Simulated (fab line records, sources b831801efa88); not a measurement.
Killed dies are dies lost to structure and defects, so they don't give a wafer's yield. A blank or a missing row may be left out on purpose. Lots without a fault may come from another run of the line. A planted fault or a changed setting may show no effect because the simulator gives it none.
fab line records | flow sky130
record lots=7 wafers=21 last_day=50
route steps=708 shown GATE_OXIDE@192 POLY_GATE@204 RES_PROTECT@206
lots that met no fault: from a run of the same line without faults
start_h: hours from the record's first day to the start of the lot's first wafer shown | wait_h: hours since the lot's step before | " the same as in the row above | L1.1+2: a row that stands for several wafers | - no value, or no start given | * or withheld: withheld | < > ~ a bound
route shown NAME@n: a module of which the file shows steps, and the number in the route of the first | usual: mean/standard deviation of fault-free wafers | same: alike in all rows | chamber/n: place in a boat | sites: the reading at each site | _std_site: their standard deviation | _edge_site: outer sites' mean less inner sites' | radius_mm: how far each site lies from the wafer's centre | mask NAME#n: copy n | behind: the tool/chamber that last shaped the wafer | hold: why the lot was held/for how many hours/how that ended | device: the transistor (n, p or np) that didn't switch | end of line: the same wafers' tests at the end of the route | a step without rows: its recipe alone | killed: dies lost to structure and defects at the first sort, not the wafer's yield | map: a wafer's dies, x killed, . not, _ none there
set.NAME: the setting as run; set.NAME@STEP: as run at that earlier step | model.NAME: the simulator's own value behind a step, which no gauge read
lots at some steps of the route; a table a step, a row a wafer
services: from which hour (start_h, from the record's first day; less than 0 if before it) a tool's chamber was out of use, for how many hours, and why
## steps
# step SKY_GATE_OXIDE_COAT_05
# recipe resist=NOVOLAK spin_rpm=3000 resist_thk_nm=1140
# step SKY_GATE_OXIDE_SOFTBAKE_06
# recipe temp_c=90 time_s=60 resist=NOVOLAK
# step SKY_GATE_OXIDE_EXPOSE_07
# recipe mask_id=LVOM na=0.6 source_shape=conventional sigma_outer=0.6 polarization=unpolarized target_cd_nm=600 dose_mj=170
# step SKY_GATE_OXIDE_PEB_08
# recipe temp_c=withheld time_s=* resist=NOVOLAK
# step SKY_GATE_OXIDE_DEVELOP_09
# recipe resist=NOVOLAK developer=TMAH develop_time_s=60 dev_temp_c=23
# step SKY_GATE_OXIDE_OVL_MEAS_10
# usual GATE_OXIDE_OVL=0.0/1.4
# columns lot.wafer tool chamber start_h wait_h GATE_OXIDE_OVL[nm]
L936.1 overlay-02 - 344.93 0.1 0.8
L936.3 " - " " 0.9
L936.5 " - " " -0.7
L938.1 overlay-02 - 360.95 0.1 1.0
L938.2 " - " " 1.2
L938.3 " - " " 0.8
L942.3 overlay-01 - 402.36 0.1 1.4
L942.5 " - " " 1.7
L942.6 " - " " 2.9
L944.1 overlay-01 - 416.95 0.1 -0.4
L944.4 " - " " 0.8
L944.5 " - " " 0.4
L945.1 overlay-02 - 417.10 0.1 0.5
L945.4 " - " " 0.1
L945.5 " - " " -0.7
L946.2 overlay-02 - 430.90 0.1 1.6
L946.4 " - " " 0.3
L946.6 " - " " 1.5
L950.3 overlay-02 - 496.96 0.1 -0.6
L950.5 " - " " -0.6
L950.6 " - " " -1.5
# step SKY_GATE_OXIDE_IMPLANT_11
# recipe species=B energy_kev=9.813 dose_cm2=2.6e+12 tilt_deg=withheld
# step SKY_GATE_OXIDE_WET_ETCH_12
# recipe chemistry=dHF target_depth_nm=16.8 dry=n2_spin target=SiO2 dilution=100:1 temp_c=25 time_s=336
# step SKY_GATE_OXIDE_STRIP_13
# recipe chemistry=O2/N2 power_w=1400 pressure_mtorr=1500 platen_temp_c=withheld o2_flow_sccm=3000 n2_flow_sccm=300 overash_fraction=0.5
# usual drypump_motor_current_A=5.33/0.24 oes_product_au=0.715/0.0044 strip_time_to_endpoint_s=14.17/0.041
# columns lot.wafer tool chamber start_h wait_h drypump_motor_current_A oes_product_au rf_hours_counter_h strip_time_to_endpoint_s
L936.1 plasma_asher-03 0 345.22 0.0 5.68 0.717 66 14.17
L936.3 " 0 " " 5.66 0.723 - 14.18
L936.5 " 1 " " 5.14 0.711 - 14.14
L938.1 plasma_asher-02 1 361.24 0.0 5.21 0.721 25 14.13
L938.2 " 0 " " 5.45 0.717 25 14.17
L938.3 " 0 " " 5.44 0.719 - 14.24
L942.3 plasma_asher-03 1 402.67 0.0 5.17 0.714 - 14.16
L942.5 " 0 " " 5.64 0.718 - 14.17
L942.6 " 1 " " 5.19 0.718 - 14.20
L944.1 plasma_asher-01 0 417.24 0.0 5.57 0.718 63 14.21
L944.4 " 0 " " 5.56 0.716 - 14.20
L944.5 " 0 " " 5.57 0.718 - 14.18
L945.1 plasma_asher-02 1 417.40 0.0 5.23 0.710 30 14.21
L945.4 " 1 " " 5.24 0.710 - 14.21
L945.5 " 0 " " 5.43 0.711 - 14.18
L946.2 plasma_asher-01 1 431.19 0.0 4.92 0.715 65 14.06
L946.4 " 1 " " 4.90 0.712 - 14.13
L946.6 " 0 " " 5.56 0.714 - 14.12
L950.3 plasma_asher-03 1 497.37 0.0 5.16 0.709 - 14.23
L950.5 " 0 " " 5.67 0.705 - 14.20
L950.6 " 1 " " 5.15 0.716 - 14.23
# step SKY_GATE_OXIDE_TW_MEAS_14
# usual GATE_OXIDE_TW=223.5/2.2
# columns lot.wafer tool chamber start_h wait_h GATE_OXIDE_TW
L936.1 film_metro-01 - 345.32 0.1 220.6
L936.3 " - " " 220.9
L936.5 " - " " 220.1
L938.1 film_metro-01 - 361.34 0.1 222.2
L938.2 " - " " 221.3
L938.3 " - " " 222.7
L942.3 film_metro-03 - 402.76 0.1 224.9
L942.5 " - " " 225.9
L942.6 " - " " 226.0
L944.1 film_metro-04 - 417.34 0.1 226.3
L944.4 " - " " 226.0
L944.5 " - " " 226.0
L945.1 film_metro-03 - 417.50 0.1 225.2
L945.4 " - " " 224.6
L945.5 " - " " 224.1
L946.2 film_metro-04 - 431.31 0.1 227.2
L946.4 " - " " 226.7
L946.6 " - " " 227.1
L950.3 film_metro-03 - 497.46 0.1 221.4
L950.5 " - " " 222.0
L950.6 " - " " 224.1
# step SKY_GATE_OXIDE_CLEAN_15
# recipe chemistry=SC1/SC2 mix=1:4:20 temp_c=70 time_s=150 dry=n2_spin
# step SKY_GATE_OXIDE_OXIDATION_16
# recipe temp_c=800 ambient=O2 idle_temp_c=700 ramp_up_c_per_min=10 ramp_down_c_per_min=3 stabilise_s=600 purge_s=300 target_thk_a=35.7 ox_time_s=1915
# step SKY_POLY_GATE_CVD_00
# recipe material=poly-Si target_thk_nm=180 temp_c=620 time_s=720 pressure_mtorr=200
# usual pressure_mtorr=199.9/0.37 spike_tc_lower_C=621.1/1.7 spike_tc_top_C=640.4/2.7
# columns lot.wafer tool chamber start_h wait_h pressure_mtorr spike_tc_lower_C spike_tc_top_C model.poly-Si_of_POLY_GATE_CVD_00.thk_nm
L936.1 lpcvd-01 0 347.27 0.0 200.3 619.3 638.3 177.8
L936.3 " 0 " " 200.8 619.6 638.5 178.4
L936.5 " 0 " " 200.1 619.0 639.8 179.2
L938.1 lpcvd-01 1 363.34 0.0 200.0 621.2 642.6 176.9
L938.2 " 1 " " 199.9 621.7 643.2 176.5
L938.3 " 1 " " 200.0 623.9 642.4 178
L942.3 lpcvd-01 1 405.31 0.0 199.8 619.9 642.2 178.3
L942.5 " 1 " " 199.9 620.9 642.6 177.4
L942.6 " 1 " " 199.7 624.8 641.8 176.6
L944.1 lpcvd-01 1 418.98 0.0 239.6 620.9 643.0 197.3
L944.4 " 1 " " 239.4 622.8 642.5 196.4
L944.5 " 1 " " 240.3 621.1 643.0 197.3
L945.1 lpcvd-01 1 420.18 1.0 240.0 621.2 642.8 196.2
L945.4 " 1 " " 239.7 620.9 643.5 198
L945.5 " 1 " " 240.1 623.4 643.0 196.5
L946.2 lpcvd-01 1 433.22 0.0 240.3 623.3 642.5 196.4
L946.4 " 1 " " 240.4 621.9 642.8 194.4
L946.6 " 1 " " 239.9 622.9 643.0 194.5
L950.3 lpcvd-01 0 500.98 0.9 199.5 620.5 637.1 180.7
L950.5 " 0 " " 199.5 621.3 636.5 178.9
L950.6 " 0 " " 199.8 618.9 637.0 179.1
# step SKY_POLY_GATE_THK_MEAS_01
# recipe reads=poly-Si_of_POLY_GATE_CVD_00
# usual POLY_GATE_CVD_00_THK=178.8/1.5
# columns lot.wafer tool chamber start_h wait_h POLY_GATE_CVD_00_THK[nm]
L936.1 film_metro-01 - 348.47 0.0 177.8
L936.3 " - " " 178.4
L936.5 " - " " 179.2
L938.1 film_metro-03 - 364.54 0.0 177.0
L938.2 " - " " 176.5
L938.3 " - " " 178.0
L942.3 film_metro-01 - 406.53 0.0 178.3
L942.5 " - " " 177.4
L942.6 " - " " 176.8
L944.1 film_metro-02 - 420.18 0.0 197.4
L944.4 " - " " 196.4
L944.5 " - " " 197.4
L945.1 film_metro-03 - 421.38 0.0 196.4
L945.4 " - " " 197.9
L945.5 " - " " 196.6
L946.2 film_metro-03 - 434.43 0.0 196.6
L946.4 " - " " 194.3
L946.6 " - " " 194.6
L950.3 film_metro-03 - 502.20 0.0 180.8
L950.5 " - " " 178.9
L950.6 " - " " 179.0
# step SKY_RES_PROTECT_DEHYDRATE_00
# recipe temp_c=200 time_s=60
# step SKY_RES_PROTECT_HMDS_01
# recipe prime_time_s=60 prime_temp_c=120
# step SKY_RES_PROTECT_COAT_02
# recipe resist=NOVOLAK spin_rpm=3000 resist_thk_nm=1140
# step SKY_RES_PROTECT_SOFTBAKE_03
# recipe temp_c=90 time_s=60 resist=NOVOLAK
# step SKY_RES_PROTECT_EXPOSE_04
# recipe mask_id=RPM na=0.6 source_shape=conventional sigma_outer=0.6 polarization=unpolarized target_cd_nm=1270 dose_mj=131
# step SKY_RES_PROTECT_PEB_05
# recipe temp_c=withheld time_s=* resist=NOVOLAK
# step SKY_RES_PROTECT_DEVELOP_06
# recipe resist=NOVOLAK developer=TMAH develop_time_s=60 dev_temp_c=23
# step SKY_POLY_GATE_IMPLANT_02
# recipe species=P energy_kev=30 dose_cm2=7.7e+15 tilt_deg=0
# step SKY_RES_PROTECT_STRIP_07
# recipe chemistry=O2/N2 power_w=1400 pressure_mtorr=1500 platen_temp_c=withheld o2_flow_sccm=3000 n2_flow_sccm=300 overash_fraction=0.5
# usual drypump_motor_current_A=5.5/0.31 oes_product_au=0.518/0.0047 strip_time_to_endpoint_s=23.30/0.037
# columns lot.wafer tool chamber start_h wait_h drypump_motor_current_A oes_product_au rf_hours_counter_h strip_time_to_endpoint_s
L936.1 plasma_asher-03 0 376.25 0.1 5.7 0.517 69 23.32
L936.3 " 1 " " 5.1 0.523 - 23.37
L936.5 " 0 " " 5.7 0.515 - 23.31
L938.1 plasma_asher-03 1 392.93 0.1 5.2 0.514 72 23.29
L938.2 " 0 " " 5.7 0.521 72 23.26
L938.3 " 0 " " 5.7 0.521 - 23.28
L942.3 plasma_asher-03 1 432.38 0.1 5.2 0.515 - 23.29
L942.5 " 0 " " 5.7 0.517 - 23.30
L942.6 " 1 " " 5.2 0.518 - 23.30
L944.1 plasma_asher-04 0 449.13 0.1 5.8 0.518 1 23.27
L944.4 " 0 " " 5.8 0.526 - 23.31
L944.5 " 0 " " 5.8 0.525 - 23.30
L945.1 plasma_asher-03 1 450.95 0.1 5.2 0.509 77 23.23
L945.4 " 0 " " 5.6 0.521 - 23.24
L945.5 " 0 " " 5.6 0.513 - 23.25
L946.2 plasma_asher-03 1 466.35 0.1 5.2 0.511 79 23.22
L946.4 " 0 " " 5.7 0.526 - 23.30
L946.6 " 1 " " 5.1 0.513 - 23.33
L950.3 plasma_asher-03 0 532.46 0.1 5.6 0.517 - 23.31
L950.5 " 1 " " 5.2 0.521 - 23.36
L950.6 " 0 " " 5.7 0.522 - 23.33
# step SKY_RES_PROTECT_TW_MEAS_08
# usual POLY_GATE_TW=4024/49
# columns lot.wafer tool chamber start_h wait_h POLY_GATE_TW
L936.1 film_metro-02 - 376.35 0.1 3965
L936.3 " - " " 3993
L936.5 " - " " 3961
L938.1 film_metro-01 - 393.03 0.1 3989
L938.2 " - " " 3980
L938.3 " - " " 3985
L942.3 film_metro-01 - 432.47 0.1 3968
L942.5 " - " " 3982
L942.6 " - " " 3968
L944.1 film_metro-04 - 449.23 0.1 4067
L944.4 " - " " 4059
L944.5 " - " " 4074
L945.1 film_metro-04 - 451.05 0.1 4093
L945.4 " - " " 4095
L945.5 " - " " 4097
L946.2 film_metro-02 - 466.46 0.1 3977
L946.4 " - " " 3992
L946.6 " - " " 4016
L950.3 film_metro-04 - 532.55 0.1 4087
L950.5 " - " " 4083
L950.6 " - " " 4079
# step SKY_RES_PROTECT_CLEAN_09
# recipe chemistry=SC1/SC2 mix=1:4:20 temp_c=70 time_s=150 dry=n2_spin
# columns lot.wafer tool chamber start_h wait_h model.poly-Si_of_POLY_GATE_CVD_00.thk_nm
L936.1 wet_bench-03 0 376.41 0.1 177.2
L936.3 " 0 " " 177.8
L936.5 " 0 " " 178.5
L938.1 wet_bench-03 3 393.09 0.1 176.3
L938.2 " 3 " " 175.9
L938.3 " 3 " " 177.4
L942.3 wet_bench-01 0 432.51 0.0 177.7
L942.5 " 0 " " 176.8
L942.6 " 0 " " 175.9
L944.1 wet_bench-02 1 449.29 0.1 196.7
L944.4 " 1 " " 195.8
L944.5 " 1 " " 196.6
L945.1 wet_bench-02 2 451.11 0.1 195.6
L945.4 " 2 " " 197.3
L945.5 " 2 " " 195.9
L946.2 wet_bench-02 2 466.51 0.0 195.8
L946.4 " 2 " " 193.8
L946.6 " 2 " " 193.9
L950.3 wet_bench-01 1 532.59 0.0 180.1
L950.5 " 1 " " 178.3
L950.6 " 1 " " 178.4
# step SKY_POLY_GATE_CVD_03
# recipe material=Si3N4 precursor=DCS/NH3 target_thk_nm=75 temp_c=770 time_s=1290 pressure_mtorr=250
# step SKY_POLY_GATE_THK_MEAS_04
# recipe reads=Si3N4_of_POLY_GATE_CVD_03
# usual POLY_GATE_CVD_03_THK=75.0/0.73
# columns lot.wafer tool chamber start_h wait_h POLY_GATE_CVD_03_THK[nm]
L936.1 film_metro-02 - 377.82 0.0 75.4
L936.3 " - " " 75.1
L936.5 " - " " 75.0
L938.1 film_metro-02 - 427.68 0.0 74.8
L938.2 " - " " 74.5
L938.3 " - " " 74.8
L942.3 film_metro-03 - 437.14 0.0 75.2
L942.5 " - " " 74.9
L942.6 " - " " 75.2
L944.1 film_metro-03 - 450.69 0.0 74.8
L944.4 " - " " 74.8
L944.5 " - " " 74.5
L945.1 film_metro-02 - 452.52 0.0 75.7
L945.4 " - " " 75.7
L945.5 " - " " 75.7
L946.2 film_metro-01 - 467.93 0.0 76.0
L946.4 " - " " 75.8
L946.6 " - " " 76.9
L950.3 film_metro-02 - 536.22 0.0 74.3
L950.5 " - " " 75.1
L950.6 " - " " 74.7
# step SKY_POLY_GATE_DEHYDRATE_05
# recipe temp_c=200 time_s=60
# step SKY_POLY_GATE_HMDS_06
# recipe prime_time_s=60 prime_temp_c=120
# step SKY_POLY_GATE_COAT_07
# recipe resist=BARC temp_c=withheld time_s=withheld spin_rpm=3000 resist_thk_nm=110
# step SKY_POLY_GATE_COAT_08
# recipe resist=KrF-thick spin_rpm=3000 resist_thk_nm=450
# step SKY_POLY_GATE_SOFTBAKE_09
# recipe temp_c=98.9 time_s=90 resist=KrF-thick
# step SKY_POLY_GATE_EXPOSE_10
# recipe mask_id=P1M na=0.68 source_shape=conventional sigma_outer=0.6 target_cd_nm=150 dose_mj=28
# step SKY_POLY_GATE_PEB_11
# recipe peb_temp_c=withheld peb_time_s=withheld resist=KrF-thick
# step SKY_POLY_GATE_DEVELOP_12
# recipe develop_time_s=60 resist=KrF-thick dev_temp_c=21
# step SKY_POLY_GATE_CD_MEAS_13
# recipe target_cd_nm=150
# usual cd_nm=149.8/1.1
# columns lot.wafer tool chamber start_h wait_h cd_nm
L936.1 cd_sem-02 - 406.23 - 149.4
L936.3 " - " " 149.7
L936.5 " - " " 149.3
L938.1 cd_sem-02 - 459.00 - 150.2
L938.2 " - " " 150.7
L938.3 " - " " 151.5
L942.3 cd_sem-02 - 468.94 - 147.5
L942.5 " - " " 149.4
L942.6 " - " " 149.3
L944.1 cd_sem-02 - 481.95 - 149.6
L944.4 " - " " 150.6
L944.5 " - " " 149.2
L945.1 cd_sem-02 - 483.80 - 149.2
L945.4 " - " " 150.9
L945.5 " - " " 150.0
L946.2 cd_sem-01 - 498.72 - 150.6
L946.4 " - " " 148.9
L946.6 " - " " 150.0
L950.3 cd_sem-02 - 565.22 - 150.1
L950.5 " - " " 149.2
L950.6 " - " " 150.6
# step SKY_POLY_GATE_OVL_MEAS_14
# usual POLY_GATE_OVL=-6/4.8
# columns lot.wafer tool chamber start_h wait_h POLY_GATE_OVL[nm]
L936.1 overlay-02 - 406.35 0.1 0
L936.3 " - " " -5
L936.5 " - " " 0
L938.1 overlay-01 - 459.12 0.1 -8
L938.2 " - " " -4
L938.3 " - " " -2
L942.3 overlay-02 - 469.03 0.1 -6
L942.5 " - " " -5
L942.6 " - " " -8
L944.1 overlay-01 - 482.07 0.1 -3
L944.4 " - " " 0
L944.5 " - " " -1
L945.1 overlay-02 - 483.92 0.1 -9
L945.4 " - " " -16
L945.5 " - " " -11
L946.2 overlay-01 - 498.83 0.1 -13
L946.4 " - " " -15
L946.6 " - " " -13
L950.3 overlay-02 - 565.31 0.1 -11
L950.5 " - " " -3
L950.6 " - " " -10
# step SKY_POLY_GATE_ETCH_15
# recipe chemistry=N2/H2 target=BARC ion_energy_ev=200 source_w=500 bias_w=100 pressure_mtorr=30 n2_flow_sccm=100 h2_flow_sccm=200 stop_on=SiO2 time_s=118.5 target_depth_a=1100
# usual drypump_motor_current_A=5.6/0.5 oes_product_au=0.715/0.004 throttle_valve_pct=13.212/0.0093
# columns lot.wafer tool chamber start_h wait_h drypump_motor_current_A oes_product_au rf_hours_counter_h throttle_valve_pct
L936.1 rie_diel-04 2 406.38 0.0 6.2 0.718 110 13.225
L936.3 " 0 " " 4.8 0.724 1 13.220
L936.5 " 0 " " 4.8 0.718 - 13.210
L938.1 rie_diel-01 1 459.16 0.0 5.6 0.709 18 13.210
L938.2 " 0 " " 5.3 0.716 37 13.218
L938.3 " 3 " " 6.7 0.714 60 13.216
L942.3 rie_diel-01 3 469.06 0.0 6.7 0.716 61 13.211
L942.5 " 2 " " 5.8 0.713 - 13.228
L942.6 " 3 " " 6.7 0.714 - 13.214
L944.1 rie_diel-04 1 482.11 0.0 5.6 0.721 88 13.223
L944.4 " 2 " " 6.2 0.713 1 13.221
L944.5 " 0 " " 4.8 0.712 - 13.196
L945.1 rie_diel-01 0 483.96 0.0 5.3 0.708 38 13.216
L945.4 " 2 " " 5.8 0.716 86 13.202
L945.5 " 0 " " 5.3 0.709 - 13.191
L946.2 rie_diel-01 0 498.86 0.0 5.3 0.713 38 13.215
L946.4 " 1 " " 5.6 0.718 19 13.226
L946.6 " 2 " " 5.9 0.713 - 13.217
L950.3 rie_diel-01 3 565.33 0.0 6.7 0.714 63 13.199
L950.5 " 3 " " 6.6 0.718 - 13.214
L950.6 " 2 " " 5.8 0.716 - 13.209
# step SKY_POLY_GATE_ETCH_16
# recipe stop_on=poly-Si chemistry=CH3F/O2 target=Si3N4 source_w=400 bias_w=80 pressure_mtorr=25 ch3f_flow_sccm=40 O2_flow_sccm=30 time_s=147.5 target_depth_a=750
# usual drypump_motor_current_A=5.6/0.5 oes_product_au=0.641/0.0055 throttle_valve_pct=10.535/0.009
# columns lot.wafer tool chamber start_h wait_h drypump_motor_current_A oes_product_au rf_hours_counter_h throttle_valve_pct
L936.1 rie_diel-04 2 406.46 0.0 6.2 0.642 110 10.534
L936.3 " 0 " " 4.8 0.632 1 10.550
L936.5 " 0 " " 4.8 0.635 - 10.545
L938.1 rie_diel-01 1 459.24 0.0 5.6 0.637 18 10.549
L938.2 " 0 " " 5.3 0.641 37 10.532
L938.3 " 3 " " 6.6 0.633 60 10.540
L942.3 rie_diel-01 3 469.14 0.0 6.7 0.643 61 10.535
L942.5 " 2 " " 5.8 0.628 - 10.553
L942.6 " 3 " " 6.7 0.636 - 10.539
L944.1 rie_diel-04 1 482.19 0.0 5.6 0.635 88 10.528
L944.4 " 2 " " 6.2 0.641 1 10.535
L944.5 " 0 " " 4.8 0.638 - 10.532
L945.1 rie_diel-01 0 484.04 0.0 5.2 0.635 38 10.528
L945.4 " 2 " " 5.8 0.638 86 10.528
L945.5 " 0 " " 5.2 0.645 - 10.528
L946.2 rie_diel-01 0 498.94 0.0 5.3 0.647 38 10.532
L946.4 " 1 " " 5.6 0.643 19 10.527
L946.6 " 2 " " 5.8 0.651 - 10.527
L950.3 rie_diel-01 3 565.41 0.0 6.6 0.640 63 10.543
L950.5 " 3 " " 6.6 0.648 - 10.535
L950.6 " 2 " " 5.7 0.630 - 10.521
# step SKY_POLY_GATE_ETCH_17
# recipe target_depth_nm=180 stop_on=SiO2 over_etch_frac=0.56667 chemistry=HBr/Cl2 target=poly-Si icp_w=400 bias_w=100 pressure_mtorr=10 HBr_flow_sccm=150 Cl2_flow_sccm=50 time_s=70.5
# usual drypump_motor_current_A=5.94/0.18 oes_product_au=0.984/0.0074 throttle_valve_pct=33.686/0.0091
# columns lot.wafer tool chamber start_h wait_h drypump_motor_current_A oes_product_au rf_hours_counter_h throttle_valve_pct model.etch.depth_nm model.POLY_GATE.feature_depth_nm
L936.1 rie_si-02 0 406.56 0.0 5.92 0.982 5 33.684 177.2 177.2
L936.3 " 3 " " 6.01 0.976 6 33.695 176.1 176.1
L936.5 " 3 " " 6.00 0.978 - 33.685 177 177
L938.1 rie_si-01 2 459.34 0.0 5.73 0.979 3 33.686 176.3 176.3
L938.2 " 3 " " 6.02 0.972 1 33.694 175.9 175.9
L938.3 " 1 " " 6.23 0.984 59 33.690 177.4 177.4
L942.3 rie_si-02 3 469.24 0.0 5.96 0.978 6 33.702 174.6 174.6
L942.5 " 1 " " 5.91 0.982 - 33.698 176.8 176.8
L942.6 " 0 " " 5.96 0.981 - 33.681 175.9 175.9
L944.1 rie_si-02 2 482.29 0.0 5.67 1.001 5 33.682 178.4 178.4
L944.4 " 1 " " 5.86 1.017 1 33.681 183.4 183.4
L944.5 " 1 " " 5.90 1.026 - 33.675 184.9 184.9
L945.1 rie_si-01 2 484.14 0.0 5.72 1.014 3 33.683 182.1 182.1
L945.4 " 2 " " 5.69 1.009 - 33.690 183.2 183.2
L945.5 " 3 " " 5.99 0.993 - 33.661 180.1 180.1
L946.2 rie_si-02 3 499.04 0.0 5.93 1.005 6 33.696 179.2 179.2
L946.4 " 0 " " 5.95 1.022 5 33.699 184.4 184.4
L946.6 " 3 " " 5.98 1.002 - 33.710 180.3 180.3
L950.3 rie_si-02 3 565.51 0.0 6.02 0.990 6 33.685 179.9 179.9
L950.5 " 1 " " 5.89 0.986 - 33.687 178.3 178.3
L950.6 " 2 " " 5.67 0.989 - 33.690 178.4 178.4
# step SKY_POLY_GATE_STRIP_18
# recipe chemistry=O2/N2 power_w=1400 pressure_mtorr=1500 platen_temp_c=withheld o2_flow_sccm=3000 n2_flow_sccm=300 overash_fraction=0.5
# usual drypump_motor_current_A=5.4/0.34 oes_product_au=0.361/0.0048 strip_time_to_endpoint_s=3.17/0.043
# columns lot.wafer tool chamber start_h wait_h drypump_motor_current_A oes_product_au rf_hours_counter_h strip_time_to_endpoint_s
L936.1 plasma_asher-02 1 406.62 0.0 5.2 0.354 29 3.10
L936.3 " 0 " " 5.4 0.365 - 3.21
L936.5 " 0 " " 5.4 0.362 - 3.19
L938.1 plasma_asher-01 1 459.40 0.0 4.9 0.365 67 3.21
L938.2 " 0 " " 5.6 0.357 67 3.10
L938.3 " 1 " " 4.9 0.368 - 3.21
L942.3 plasma_asher-01 1 469.33 0.1 4.9 0.358 - 3.20
L942.5 " 0 " " 5.6 0.347 - 3.06
L942.6 " 1 " " 4.9 0.359 - 3.13
L944.1 plasma_asher-02 0 482.34 0.0 5.4 0.365 37 3.19
L944.4 " 0 " " 5.4 0.364 - 3.12
L944.5 " 0 " " 5.4 0.356 - 3.11
L945.1 plasma_asher-02 0 484.20 0.0 5.4 0.362 37 3.11
L945.4 " 1 " " 5.2 0.361 - 3.09
L945.5 " 1 " " 5.2 0.359 - 3.11
L946.2 plasma_asher-04 0 499.10 0.0 5.8 0.356 6 3.14
L946.4 " 0 " " 5.8 0.354 - 3.16
L946.6 " 0 " " 5.9 0.360 - 3.12
L950.3 plasma_asher-04 1 565.60 0.1 6.1 0.362 - 3.24
L950.5 " 1 " " 6.1 0.368 - 3.22
L950.6 " 0 " " 5.8 0.358 - 3.13
## services
# columns tool chamber start_h hours kind
rie_diel-04 1 324.23 3.7 repair
rie_si-02 3 324.57 2.6 repair
plasma_asher-04 - 325.26 74.4 repair
plasma_asher-02 - 325.84 1.5 repair
rie_diel-04 3 327.31 2.7 repair
plasma_asher-03 - 336.85 2.8 pm
rie_si-02 - 345.12 0.1 repair
rie_diel-01 - 348.31 2.8 pm
rie_diel-01 2 352.73 6.2 repair
plasma_asher-03 - 361.41 4.1 repair
plasma_asher-02 - 380.65 15.6 pm
rie_diel-04 2 385.22 18.3 repair
rie_diel-01 0 411.58 7.2 repair
plasma_asher-03 - 416.79 6.5 repair
rie_si-02 0 450.56 10.1 repair
rie_diel-04 1 452.11 3.6 repair
lpcvd-01 - 452.92 1.0 repair
rie_diel-04 - 462.89 2.8 pm
rie_si-02 3 491.55 2.3 repair
rie_diel-04 0 495.77 18.7 repair
rie_diel-01 2 499.96 4.3 repair
lpcvd-01 - 508.07 0.8 pm
rie_si-02 - 508.62 4.3 pm
plasma_asher-02 - 514.17 1.6 repair
## key
first_sign step=SKY_POLY_GATE_CVD_00 reading=pressure_mtorr direction=up sigmas=99+ usual=199.9 struck=240.0
effect step=SKY_POLY_GATE_THK_MEAS_01 reading=POLY_GATE_CVD_00_THK direction=up sigmas=12 usual=178.8 struck=196.4
effect step=SKY_POLY_GATE_ETCH_17 reading=oes_product_au direction=up sigmas=3.5 usual=0.984 struck=1.010 wafers_moved=6
model_effect step=SKY_POLY_GATE_CVD_00 value=poly-Si_of_POLY_GATE_CVD_00.thk_nm without=179.2 struck=196.3
model_effect step=SKY_RES_PROTECT_CLEAN_09 value=poly-Si_of_POLY_GATE_CVD_00.thk_nm without=178.5 struck=195.7
model_effect step=SKY_POLY_GATE_ETCH_17 value=etch.depth_nm without=178.4 struck=181.8
met_at SKY_POLY_GATE_CVD_00
struck_wafers L944.1,L944.4,L944.5,L945.1,L945.4,L945.5,L946.2,L946.4,L946.6
later_rows_left_out L944.1
sort_left_out L944.1,L944.4,L944.5,L945.1,L945.4,L945.5,L946.2,L946.4,L946.6
tester_left_out L944,L945,L946
fault kind=process_parameter_drift tool=lpcvd-01 chamber=1 onset_h=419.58 steps=SKY_POLY_GATE_CVD_00 channel=pressure_mtorr offset=40 shape=step end_h=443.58 stated=200
# tester_left_out: of these lots the tester's yield and bins aren't shown, on N5 and GAA mostly nor the transistor test; their killed dies are dies lost to structure and defects alone, not to doping, threshold or leakage, so they don't give the yield
# sort_left_out: the simulated sort isn't trusted on such a fault, so these wafers' sort isn't shown, and their yield isn't known
# later_rows_left_out: the simulator's readings of these wafers behind a module that went badly wrong aren't trusted and aren't shown, but for the sort
